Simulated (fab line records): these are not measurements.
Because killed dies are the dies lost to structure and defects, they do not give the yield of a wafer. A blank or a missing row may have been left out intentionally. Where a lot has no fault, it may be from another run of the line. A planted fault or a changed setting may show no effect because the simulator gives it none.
Check for tools in common / flow sky130 / 14 lots, 42 wafers sampled

WHY THIS WAS OPENED
3 of 14 lots carry a flag on the reading DNWELL_TW at SKY_DNWELL_TW_MEAS_09. Fault-free wafers read 1118, with a standard deviation of 7.3.
Rule: a lot is flagged in two cases, either no wafer of it has a number, or all its wafers with numbers fall more than 4 standard deviations from that mean. The rest of the lots are taken to be sound.

lot=L797; measured=day 3 05:33; on=filmMetro-03; DNWELL_TW, wafer by wafer=1110 1113 1105; flag=
lot=L798; measured=day 3 10:20; on=filmMetro-01; DNWELL_TW, wafer by wafer=1131 1130 1125; flag=
lot=L800; measured=day 3 21:32; on=filmMetro-01; DNWELL_TW, wafer by wafer=1127 1131 1130; flag=
lot=L801; measured=day 4 02:41; on=filmMetro-03; DNWELL_TW, wafer by wafer=1106 1109 1111; flag=
lot=L803; measured=day 4 13:13; on=filmMetro-03; DNWELL_TW, wafer by wafer=1110 1104 1106; flag=
lot=L802; measured=day 4 13:17; on=filmMetro-01; DNWELL_TW, wafer by wafer=1406 1407 1399; flag=FLAGGED
lot=L805; measured=day 5 00:25; on=filmMetro-01; DNWELL_TW, wafer by wafer=1396 1401 1397; flag=FLAGGED
lot=L810; measured=day 6 02:43; on=filmMetro-03; DNWELL_TW, wafer by wafer=1396 1401 1398; flag=FLAGGED
lot=L813; measured=day 6 20:14; on=filmMetro-03; DNWELL_TW, wafer by wafer=1121 1120 1122; flag=
lot=L815; measured=day 7 04:41; on=filmMetro-01; DNWELL_TW, wafer by wafer=1128 1125 1123; flag=
lot=L816; measured=day 7 13:53; on=filmMetro-01; DNWELL_TW, wafer by wafer=1113 1114 1111; flag=
lot=L818; measured=day 8 01:21; on=filmMetro-03; DNWELL_TW, wafer by wafer=1121 1120 1117; flag=
lot=L819; measured=day 8 07:11; on=filmMetro-03; DNWELL_TW, wafer by wafer=1120 1127 1116; flag=
lot=L820; measured=day 8 12:55; on=filmMetro-03; DNWELL_TW, wafer by wafer=1119 1120 1115; flag=
The numbers of the flagged lots are 1400 on average: +282 against the usual, or +39 standard deviations.

EACH LOT AND THE TOOL IT RAN ON
The record holds 1 process step before the reading, out of a route of 708 steps. Cell contents, in order: the tool; ch with the chambers the sampled wafers went through; the start.
lot=L797; flag=; SKY_DNWELL_IMPLANT_07=implanter-01 ch 0, day 3 05:21
lot=L798; flag=; SKY_DNWELL_IMPLANT_07=implanter-03 ch 0, day 3 10:05
lot=L800; flag=; SKY_DNWELL_IMPLANT_07=implanter-03 ch 0, day 3 21:17
lot=L801; flag=; SKY_DNWELL_IMPLANT_07=implanter-04 ch 0, day 4 02:27
lot=L803; flag=; SKY_DNWELL_IMPLANT_07=implanter-04 ch 0, day 4 12:58
lot=L802; flag=FLAGGED; SKY_DNWELL_IMPLANT_07=implanter-03 ch 0, day 4 12:38
lot=L805; flag=FLAGGED; SKY_DNWELL_IMPLANT_07=implanter-01 ch 0, day 4 23:52
lot=L810; flag=FLAGGED; SKY_DNWELL_IMPLANT_07=implanter-01 ch 0, day 6 02:04
lot=L813; flag=; SKY_DNWELL_IMPLANT_07=implanter-01 ch 0, day 6 19:59
lot=L815; flag=; SKY_DNWELL_IMPLANT_07=implanter-01 ch 0, day 7 04:26
lot=L816; flag=; SKY_DNWELL_IMPLANT_07=implanter-01 ch 0, day 7 13:38
lot=L818; flag=; SKY_DNWELL_IMPLANT_07=implanter-01 ch 0, day 8 01:08
lot=L819; flag=; SKY_DNWELL_IMPLANT_07=implanter-04 ch 0, day 8 06:56
lot=L820; flag=; SKY_DNWELL_IMPLANT_07=implanter-03 ch 0, day 8 12:40
What the steps here do:
- SKY_DNWELL_IMPLANT_07
- SKY_DNWELL_TW_MEAS_09

FLAGGED AGAINST TOTAL, ONE TOOL AT A TIME (gauges that did the reading follow at the end)
step=SKY_DNWELL_IMPLANT_07; tool=implanter-01; lots run=7; flagged=2; share of the flagged lots=some; sound lots run after its first flagged lot=4 (L813,L815,L816,L818)
step=SKY_DNWELL_IMPLANT_07; tool=implanter-03; lots run=4; flagged=1; share of the flagged lots=some; sound lots run after its first flagged lot=1 (L820)
step=SKY_DNWELL_IMPLANT_07; tool=implanter-04; lots run=3; flagged=0; share of the flagged lots=none; sound lots run after its first flagged lot=-
step=SKY_DNWELL_TW_MEAS_09; tool=filmMetro-01; lots run=6; flagged=2; share of the flagged lots=some; sound lots run after its first flagged lot=2 (L815,L816)
step=SKY_DNWELL_TW_MEAS_09; tool=filmMetro-03; lots run=8; flagged=1; share of the flagged lots=some; sound lots run after its first flagged lot=4 (L813,L818,L819,L820)

WHAT THE TABLE ALLOWS
No row of the table ran every flagged lot.

WHAT HAD BEEN PUT IN BY THE SIMULATOR
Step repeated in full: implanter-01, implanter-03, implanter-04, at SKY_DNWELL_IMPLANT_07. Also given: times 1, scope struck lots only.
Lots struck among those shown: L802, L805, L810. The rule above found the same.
